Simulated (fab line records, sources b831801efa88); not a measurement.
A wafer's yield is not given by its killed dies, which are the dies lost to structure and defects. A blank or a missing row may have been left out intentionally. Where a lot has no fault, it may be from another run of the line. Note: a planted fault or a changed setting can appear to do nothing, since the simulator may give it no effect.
fab line records ; flow sky130
[record] lots = 11; wafers = 30; last-day = 50
route steps=708 shown METAL2@498 VIA2@528 METAL3@536 CAPM@540 PAD_OPEN@708
lots that met no fault: taken from a fault-free run of the same line
start-h: start of the lot's first displayed wafer, in hours after the record's first day ; wait-h: time in hours since the lot's previous step ; " as in the row above ; L1.1+2: one row covering several wafers at once ; - no value present, or no start provided ; * or withheld: withheld ; < > ~ a bound
route shown NAME@n: a module of which the file shows steps, and the number in the route of the first ; usual: mean/standard deviation taken from wafers without a fault ; same: alike in all rows ; chamber/n: place in a boat ; sites: the reading at each site ; _std_site: the values' standard deviation ; _edge_site: outer sites' mean less inner sites' ; radius-mm: how far each site lies from the wafer's centre ; mask NAME#n: copy n ; behind: the tool/chamber that last shaped the wafer ; hold: what put the lot on hold/how long, in hours/how the hold closed ; device: the n, p or np transistor that did not switch ; end of line: tests run on the same wafers once the route is complete ; for a step that has no rows: nothing shown but its recipe ; killed: count of dies lost to structure and defects at first sort (not the wafer's yield) ; map: the dies of a wafer, with x for killed, . for not killed, _ for no die there
set.NAME: the setting as run; set.NAME@STEP: as run at that earlier step ; model.NAME: the simulator's own value behind a step, which no gauge read
route steps across a sampled set of lots; one table per step, one row per wafer
services: when a tool's chamber went out of use (start-h, in hours from the record's first day, below 0 if earlier), for how many hours, and the reason
[[steps]]
[step SKY_METAL2_CD_MEAS_15]
[recipe] target-cd-nm = 140
[usual] cd-nm = 140.1/1.6
lot.wafer;tool;chamber;start-h;wait-h;cd-nm
L734.2;cd-sem-02;-;801.41;-;139.8
L734.4;cd-sem-02;-;801.41;-;139.9
L734.6;cd-sem-02;-;801.41;-;139.5
L737.1;cd-sem-02;-;835.93;-;140.3
L737.4;cd-sem-02;-;835.93;-;140.9
L738.1;cd-sem-01;-;843.17;-;137.7
L738.5;cd-sem-01;-;843.17;-;138.7
L740.1;cd-sem-01;-;852.83;-;138.2
L740.3;cd-sem-01;-;852.83;-;138.0
L747.1;cd-sem-02;-;926.64;-;142.2
L747.3;cd-sem-02;-;926.64;-;143.9
L747.5;cd-sem-02;-;926.64;-;142.0
L751.1;cd-sem-02;-;965.34;-;142.3
L751.5;cd-sem-02;-;965.34;-;142.0
L751.6;cd-sem-02;-;965.34;-;141.9
L752.2;cd-sem-01;-;975.19;-;139.3
L752.3;cd-sem-01;-;975.19;-;138.3
L752.4;cd-sem-01;-;975.19;-;137.4
L753.1;cd-sem-02;-;977.64;-;138.7
L753.5;cd-sem-02;-;977.64;-;140.8
L753.6;cd-sem-02;-;977.64;-;138.7
L755.1;cd-sem-02;-;988.83;-;137.9
L755.3;cd-sem-02;-;988.83;-;138.1
L755.4;cd-sem-02;-;988.83;-;138.5
L754.1;cd-sem-02;-;994.92;-;140.5
L754.2;cd-sem-02;-;994.92;-;139.2
L754.3;cd-sem-02;-;994.92;-;140.2
L756.3;cd-sem-02;-;1003.03;-;141.9
L756.4;cd-sem-02;-;1003.03;-;140.7
L756.5;cd-sem-02;-;1003.03;-;142.0
[step SKY_VIA2_CVD_21]
[recipe] material = W; target-thk-nm = 420; time-s = 126.4; temp-c = 400; pressure-torr = 40
[usual] heater-power-w = 794/42
lot.wafer;tool;chamber;start-h;wait-h;heater-power-w
L734.2;cvd-w-01;1;829.06;0.0;749
L734.4;cvd-w-01;0;829.06;0.0;790
L734.6;cvd-w-01;1;829.06;0.0;762
L737.1;cvd-w-01;1;864.60;0.0;748
L737.4;cvd-w-01;0;864.60;0.0;789
L738.1;cvd-w-01;1;871.90;0.0;744
L738.5;cvd-w-01;1;871.90;0.0;764
L740.1;cvd-w-01;1;882.10;0.0;743
L740.3;cvd-w-01;0;882.10;0.0;768
L747.1;cvd-w-01;1;953.66;0.0;726
L747.3;cvd-w-01;0;953.66;0.0;725
L747.5;cvd-w-01;1;953.66;0.0;731
L751.1;cvd-w-02;0;992.36;0.0;836
L751.5;cvd-w-02;0;992.36;0.0;810
L751.6;cvd-w-02;1;992.36;0.0;797
L752.2;cvd-w-01;1;1001.46;0.0;710
L752.3;cvd-w-01;0;1001.46;0.0;730
L752.4;cvd-w-01;1;1001.46;0.0;717
L753.1;cvd-w-01;1;1003.59;0.0;714
L753.5;cvd-w-01;0;1003.59;0.0;775
L753.6;cvd-w-01;1;1003.59;0.0;712
L755.1;cvd-w-01;1;1014.09;0.0;711
L755.3;cvd-w-01;1;1014.09;0.0;708
L755.4;cvd-w-01;0;1014.09;0.0;729
L754.1;cvd-w-02;1;1019.40;0.0;827
L754.2;cvd-w-02;0;1019.40;0.0;853
L754.3;cvd-w-02;1;1019.40;0.0;820
L756.3;cvd-w-02;0;1027.84;0.1;846
L756.4;cvd-w-02;1;1027.84;0.1;807
L756.5;cvd-w-02;1;1027.84;0.1;801
[step SKY_VIA2_RS_MEAS_22]
[recipe] thk-meas-gauge = four-point-probe; reads = W_of_VIA2_CVD_21+TiN_of_VIA2_SPUTTER_20
[usual] VIA2_W_RS = 0.2724/0.0028
lot.wafer;tool;chamber;start-h;wait-h;hold;VIA2_W_RS[ohm/sq]
L734.2;film-metro-03;-;829.21;0.1;-;0.2671
L734.4;film-metro-03;-;829.21;0.1;-;0.2704
L734.6;film-metro-03;-;829.21;0.1;-;0.2686
L737.1;film-metro-03;-;864.73;0.1;await-dispo/0.2h/release;0.7816
L737.4;film-metro-03;-;864.73;0.1;await-dispo/0.2h/release;0.2738
L737.1;film-metro-03;-;865.01;0.3;-;0.7796
L737.4;film-metro-03;-;865.01;0.3;-;0.2739
L738.1;film-metro-02;-;872.03;0.1;await-dispo/0.2h/release;0.8376
L738.5;film-metro-02;-;872.03;0.1;await-dispo/0.2h/release;0.2764
L738.1;film-metro-02;-;872.32;0.3;-;0.8366
L738.5;film-metro-02;-;872.32;0.3;-;0.2762
L740.1;film-metro-02;-;882.23;0.1;await-dispo/0.2h/release;0.8243
L740.3;film-metro-02;-;882.23;0.1;await-dispo/0.2h/release;0.8146
L740.1;film-metro-02;-;882.52;0.3;-;0.8256
L740.3;film-metro-02;-;882.52;0.3;-;0.8162
L747.1;film-metro-02;-;953.79;0.1;-;0.2745
L747.3;film-metro-02;-;953.79;0.1;-;0.2721
L747.5;film-metro-02;-;953.79;0.1;-;0.2726
L751.1;film-metro-02;-;992.49;0.1;-;0.2694
L751.5;film-metro-02;-;992.49;0.1;-;0.2713
L751.6;film-metro-02;-;992.49;0.1;-;0.2678
L752.2;film-metro-04;-;1001.61;0.1;-;0.2728
L752.3;film-metro-04;-;1001.61;0.1;-;0.2706
L752.4;film-metro-04;-;1001.61;0.1;-;0.2718
L753.1;film-metro-03;-;1003.72;0.1;-;0.2751
L753.5;film-metro-03;-;1003.72;0.1;-;0.2755
L753.6;film-metro-03;-;1003.72;0.1;-;0.2758
L755.1;film-metro-02;-;1014.22;0.1;-;0.2777
L755.3;film-metro-02;-;1014.22;0.1;-;0.2748
L755.4;film-metro-02;-;1014.22;0.1;-;0.2700
L754.1;film-metro-03;-;1019.53;0.1;-;0.2750
L754.2;film-metro-03;-;1019.53;0.1;-;0.2744
L754.3;film-metro-03;-;1019.53;0.1;-;0.2759
L756.3;film-metro-02;-;1027.97;0.1;-;0.2778
L756.4;film-metro-02;-;1027.97;0.1;-;0.2746
L756.5;film-metro-02;-;1027.97;0.1;-;0.2757
[step SKY_VIA2_THK_MEAS_23]
[recipe] thk-meas-gauge = xrf; reads = W_of_VIA2_CVD_21
[usual] VIA2_W_THK = 429/5.7
lot.wafer;tool;chamber;start-h;wait-h;hold;VIA2_W_THK[nm]
L734.2;film-metro-03;-;829.32;0.1;-;438
L734.4;film-metro-03;-;829.32;0.1;-;435
L734.6;film-metro-03;-;829.32;0.1;-;436
L737.1;film-metro-03;-;866.72;1.7;await-dispo/0.2h/release;150
L737.4;film-metro-03;-;866.72;1.7;await-dispo/0.2h/release;425
L737.1;film-metro-03;-;866.94;0.2;-;150
L737.4;film-metro-03;-;866.94;0.2;-;424
L738.1;film-metro-02;-;876.74;4.4;await-dispo/0.2h/release;142
L738.5;film-metro-02;-;876.74;4.4;await-dispo/0.2h/release;426
L738.1;film-metro-02;-;876.96;0.2;-;141
L738.5;film-metro-02;-;876.96;0.2;-;428
L740.1;film-metro-02;-;885.71;3.2;await-dispo/3.1h/release;144
L740.3;film-metro-02;-;885.71;3.2;await-dispo/3.1h/release;145
L747.1;film-metro-02;-;953.91;0.1;-;430
L747.3;film-metro-02;-;953.91;0.1;-;437
L747.5;film-metro-02;-;953.91;0.1;-;435
L751.1;film-metro-02;-;992.61;0.1;-;438
L751.5;film-metro-02;-;992.61;0.1;-;433
L751.6;film-metro-02;-;992.61;0.1;-;437
L752.2;film-metro-04;-;1001.72;0.1;-;429
L752.3;film-metro-04;-;1001.72;0.1;-;432
L752.4;film-metro-04;-;1001.72;0.1;-;429
L753.1;film-metro-03;-;1003.84;0.1;-;421
L753.5;film-metro-03;-;1003.84;0.1;-;420
L753.6;film-metro-03;-;1003.84;0.1;-;421
L755.1;film-metro-02;-;1014.34;0.1;-;429
L755.3;film-metro-02;-;1014.34;0.1;-;437
L755.4;film-metro-02;-;1014.34;0.1;-;439
L754.1;film-metro-03;-;1019.65;0.1;-;422
L754.2;film-metro-03;-;1019.65;0.1;-;424
L754.3;film-metro-03;-;1019.65;0.1;-;420
L756.3;film-metro-02;-;1028.07;0.1;-;430
L756.4;film-metro-02;-;1028.07;0.1;-;436
L756.5;film-metro-02;-;1028.07;0.1;-;434
[step SKY_VIA2_CMP_24]
[recipe] stop-on = SiO2; t-overpolish-s = 20; down-force-psi = 3.5; platen-rpm = 60; target-thk-nm = 0; pad-velocity-m-s = 0.94248
[usual] motor-current-A = 11.7/0.75; time-to-endpoint-s = 101/4.3
lot.wafer;tool;chamber;start-h;wait-h;hold;motor-current-A;time-to-endpoint-s
L734.2;cmp-01;0;829.37;0.0;-;11.3;102
L734.4;cmp-01;3;829.37;0.0;-;11.2;97
L734.6;cmp-01;1;829.37;0.0;-;11.4;104
L737.4;cmp-01;0;869.89;2.9;await-dispo/2.9h/release;11.6;98
L737.1;cmp-01;2;869.89;2.9;await-dispo/2.9h/release;12.3;40
L738.1;cmp-01;0;879.71;2.7;await-dispo/2.5h/release;11.4;30
L738.5;cmp-01;2;879.71;2.7;await-dispo/2.5h/release;12.6;100
L740.3;cmp-01;1;886.43;0.7;-;11.4;37
L740.1;cmp-01;2;886.43;0.7;-;12.8;35
L747.3;cmp-02;2;953.97;0.0;-;13.1;104
L747.1;cmp-02;0;953.97;0.0;-;11.3;102
L747.5;cmp-02;2;953.97;0.0;-;13.6;103
L751.1;cmp-02;2;992.82;0.2;-;12.8;104
L751.6;cmp-02;3;992.82;0.2;-;11.7;97
L751.5;cmp-02;0;992.82;0.2;-;12.4;101
L752.2;cmp-02;2;1001.77;0.0;-;13.3;99
L752.4;cmp-02;3;1001.77;0.0;-;11.1;93
L752.3;cmp-02;1;1001.77;0.0;-;11.8;102
L753.1;cmp-01;1;1004.00;0.1;-;10.9;102
L753.6;cmp-01;3;1004.00;0.1;-;11.5;99
L753.5;cmp-01;0;1004.00;0.1;-;11.6;96
L755.3;cmp-02;0;1014.46;0.1;-;12.0;104
L755.1;cmp-02;1;1014.46;0.1;-;11.5;107
L755.4;cmp-02;2;1014.46;0.1;-;13.8;104
L754.3;cmp-01;3;1019.71;0.0;-;11.8;98
L754.2;cmp-01;1;1019.71;0.0;-;11.3;102
L754.1;cmp-01;2;1019.71;0.0;-;12.5;101
L756.4;cmp-01;0;1028.11;0.0;-;10.9;97
L756.3;cmp-01;1;1028.11;0.0;-;11.6;98
L756.5;cmp-01;0;1028.11;0.0;-;11.4;98
[step SKY_METAL3_SPUTTER_04]
[recipe] material = TiN; target-thk-nm = 70; power-w = 6500; time-s = 58.3; chamber-pressure-pa = 0.4
[usual] throttle-valve-pct = 30.0/1.2
lot.wafer;tool;chamber;start-h;wait-h;throttle-valve-pct
L734.2;pvd-sputter-04;-;829.77;0.0;30.3
L734.4;pvd-sputter-04;-;829.77;0.0;29.3
L734.6;pvd-sputter-04;-;829.77;0.0;29.5
L737.1;pvd-sputter-04;-;870.29;0.0;29.6
L737.4;pvd-sputter-04;-;870.29;0.0;29.2
L738.1;pvd-sputter-01;-;880.02;0.0;30.3
L738.5;pvd-sputter-01;-;880.02;0.0;31.4
L740.1;pvd-sputter-04;-;886.74;0.0;30.4
L740.3;pvd-sputter-04;-;886.74;0.0;29.5
L747.1;pvd-sputter-01;-;954.38;0.0;28.3
L747.3;pvd-sputter-01;-;954.38;0.0;31.4
L747.5;pvd-sputter-01;-;954.38;0.0;29.9
L751.1;pvd-sputter-04;-;993.08;0.0;29.3
L751.5;pvd-sputter-04;-;993.08;0.0;30.5
L751.6;pvd-sputter-04;-;993.08;0.0;31.8
L752.2;pvd-sputter-01;-;1002.17;0.0;29.8
L752.3;pvd-sputter-01;-;1002.17;0.0;30.4
L752.4;pvd-sputter-01;-;1002.17;0.0;31.8
L753.1;pvd-sputter-04;-;1004.31;0.0;29.4
L753.5;pvd-sputter-04;-;1004.31;0.0;32.1
L753.6;pvd-sputter-04;-;1004.31;0.0;29.4
L755.1;pvd-sputter-04;-;1014.81;0.0;31.9
L755.3;pvd-sputter-04;-;1014.81;0.0;29.3
L755.4;pvd-sputter-04;-;1014.81;0.0;30.3
L754.1;pvd-sputter-04;-;1020.11;0.0;30.5
L754.2;pvd-sputter-04;-;1020.11;0.0;29.4
L754.3;pvd-sputter-04;-;1020.11;0.0;29.4
L756.3;pvd-sputter-01;-;1028.51;0.0;27.9
L756.4;pvd-sputter-01;-;1028.51;0.0;30.2
L756.5;pvd-sputter-01;-;1028.51;0.0;29.9
[step SKY_CAPM_RS_MEAS_03]
[recipe] thk-meas-gauge = four-point-probe; reads = TiN_of_CAPM_SPUTTER_02
[usual] CAPM_TIN_RS = 6.93/0.059
lot.wafer;tool;chamber;start-h;wait-h;CAPM_TIN_RS[ohm/sq]
L734.2;film-metro-02;-;830.04;0.1;6.90
L734.4;film-metro-02;-;830.04;0.1;6.86
L734.6;film-metro-02;-;830.04;0.1;6.87
L737.1;film-metro-02;-;870.53;0.1;7.07
L737.4;film-metro-02;-;870.53;0.1;6.98
L738.1;film-metro-04;-;880.26;0.1;6.90
L738.5;film-metro-04;-;880.26;0.1;6.89
L740.1;film-metro-04;-;886.98;0.1;6.82
L740.3;film-metro-04;-;886.98;0.1;6.93
L747.1;film-metro-04;-;954.62;0.1;6.98
L747.3;film-metro-04;-;954.62;0.1;6.87
L747.5;film-metro-04;-;954.62;0.1;6.89
L751.1;film-metro-04;-;993.32;0.1;6.90
L751.5;film-metro-04;-;993.32;0.1;6.88
L751.6;film-metro-04;-;993.32;0.1;6.92
L752.2;film-metro-01;-;1002.43;0.1;6.92
L752.3;film-metro-01;-;1002.43;0.1;6.90
L752.4;film-metro-01;-;1002.43;0.1;6.95
L753.1;film-metro-02;-;1004.55;0.1;6.88
L753.5;film-metro-02;-;1004.55;0.1;6.91
L753.6;film-metro-02;-;1004.55;0.1;6.92
L755.1;film-metro-01;-;1015.05;0.1;6.97
L755.3;film-metro-01;-;1015.05;0.1;6.98
L755.4;film-metro-01;-;1015.05;0.1;6.93
L754.1;film-metro-02;-;1020.35;0.1;6.98
L754.2;film-metro-02;-;1020.35;0.1;6.97
L754.3;film-metro-02;-;1020.35;0.1;7.03
L756.3;film-metro-02;-;1028.79;0.1;6.93
L756.4;film-metro-02;-;1028.79;0.1;6.96
L756.5;film-metro-02;-;1028.79;0.1;6.95
[step SKY_PAD_OPEN_PROBE_99]
[usual] defect-limited-yield = 82.5/1.9; killed_at_M0_to_M3 = 44/7.3; killed_at_M4_up = 3.2/1.8; killed-at-contacts = 24/5.4; killed-at-front-end = 16/4.4; killed-at-other = 0.3/0.48; killed-dies = 86/9.5; killed-open = 47/7.7; killed-short = 39/6.4; sort_bin_3_pad_short = 0.9/0.41; sort_bin_5_function = 10.4/1.5; sort_bin_6_memory = 6.2/1.1; sort-n-pass = 406/9.5; sort-yield-pct = 82.5/1.9
[same] gross-dies = 492; killed-at-back-side = 0; sort_bin_4_leakage[%] = 0; sort_bin_8_speed[%] = 0
lot.wafer;tool;chamber;start-h;wait-h;defect-limited-yield[%];killed_at_M0_to_M3;killed_at_M4_up;killed-at-contacts;killed-at-front-end;killed-at-other;killed-dies;killed-open;killed-short;sort_bin_3_pad_short[%];sort_bin_5_function[%];sort_bin_6_memory[%];sort-n-pass;sort-yield-pct[%]
L747.1;prober-01;-;1155.72;0.1;83.7;33;4;25;18;0;80;51;29;0.2;11.8;4.3;412;83.7
L747.3;prober-01;-;1155.82;0.2;84.6;26;4;28;18;0;76;39;37;0.6;8.1;6.7;416;84.6
L747.5;prober-01;-;1155.92;0.2;83.5;32;2;29;17;1;81;39;42;0.8;10.0;5.7;411;83.5
// killed by level:class
L747.1 CONTACT:geometric-particle:open=15 VIA1:geometric-particle:open=9 FIELD_ISO:geometric-particle:open=7 METAL1:geometric-particle:short=6 LI_CONTACT:geometric-particle:open=5 METAL2:geometric-particle:short=5 POLY_GATE:geometric-particle:open=4 CONTACT:geometric-particle:short=4
L747.3 CONTACT:geometric-particle:open=9 VIA2:geometric-particle:open=7 FIELD_ISO:geometric-particle:short=6 VIA1:geometric-particle:open=6 LI_CONTACT:geometric-particle:short=5 LI_CONTACT:geometric-particle:open=5 CONTACT:geometric-particle:short=4 VIA1:geometric-particle:short=4
L747.5 CONTACT:geometric-particle:open=8 FIELD_ISO:geometric-particle:short=6 LOCAL_INTERCONNECT:geometric-particle:short=6 CONTACT:geometric-particle:short=6 VIA3:geometric-particle:open=5 POLY_GATE:geometric-particle:open=4 VIA1:geometric-particle:open=4 LI_CONTACT:geometric-particle:short=4
[[services]]
tool;chamber;start-h;hours;kind
cmp-01;-;840.13;5.9;pm
cvd-w-02;-;886.81;1.4;repair
cmp-01;-;887.32;1.3;repair
cvd-w-01;-;889.82;6.9;pm
cmp-01;-;892.62;13.6;pm
cvd-w-01;-;904.00;14.0;pm
cvd-w-01;0;904.00;14.0;vent-cycle
cvd-w-01;1;904.00;21.0;vent-cycle
cmp-02;-;906.44;1.8;repair
cvd-w-01;1;910.61;14.4;repair
pvd-sputter-04;-;913.26;2.2;repair
cmp-01;-;913.40;4.0;pm
cvd-w-01;0;918.00;-;clean
cvd-w-01;1;918.00;-;clean
cmp-02;-;918.30;0.5;repair
pvd-sputter-04;0;920.86;-;consumable-replace:kit
pvd-sputter-04;0;920.86;18.0;scheduled-down
pvd-sputter-04;0;920.86;18.0;vent-cycle
pvd-sputter-01;-;939.47;6.4;repair
cmp-01;-;944.64;1.3;repair
cmp-02;-;946.01;2.4;repair
cmp-02;-;954.34;1.3;repair
cmp-01;-;970.09;0.9;repair
pvd-sputter-04;-;993.61;7.5;repair
[[key]]
[first-sign] step = SKY_VIA2_RS_MEAS_22; reading = visit; direction = added
[effect] step = SKY_VIA2_RS_MEAS_22; reading = VIA2_W_RS; direction = up; sigmas = 99+; usual = 0.2724; struck = 0.8145
[effect] step = SKY_VIA2_THK_MEAS_23; reading = visit; direction = added
[effect] step = SKY_VIA2_THK_MEAS_23; reading = VIA2_W_THK; direction = down; sigmas = 50; usual = 429; struck = 145
[effect] step = SKY_VIA2_CMP_24; reading = time-to-endpoint-s; direction = down; sigmas = 15; usual = *; struck = *
met-at SKY_VIA2_CVD_21
struck-lots L737,L738,L740
struck-wafers L737.1,L738.1,L740.1,L740.3
not-acting-at SKY_METAL2_CD_MEAS_15,SKY_METAL3_SPUTTER_04,SKY_CAPM_RS_MEAS_03
onset-between 829.06 864.60
[fault] kind = process-parameter-drift; tool = cvd-w-01; chamber = -; onset-h = 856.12; steps = SKY_VIA2_CVD_21; channel = target-thk-nm; offset = -278.91; shape = step; end-h = 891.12; scope = struck-wafers-only; acts-in = these-recipes-only; stated = 420
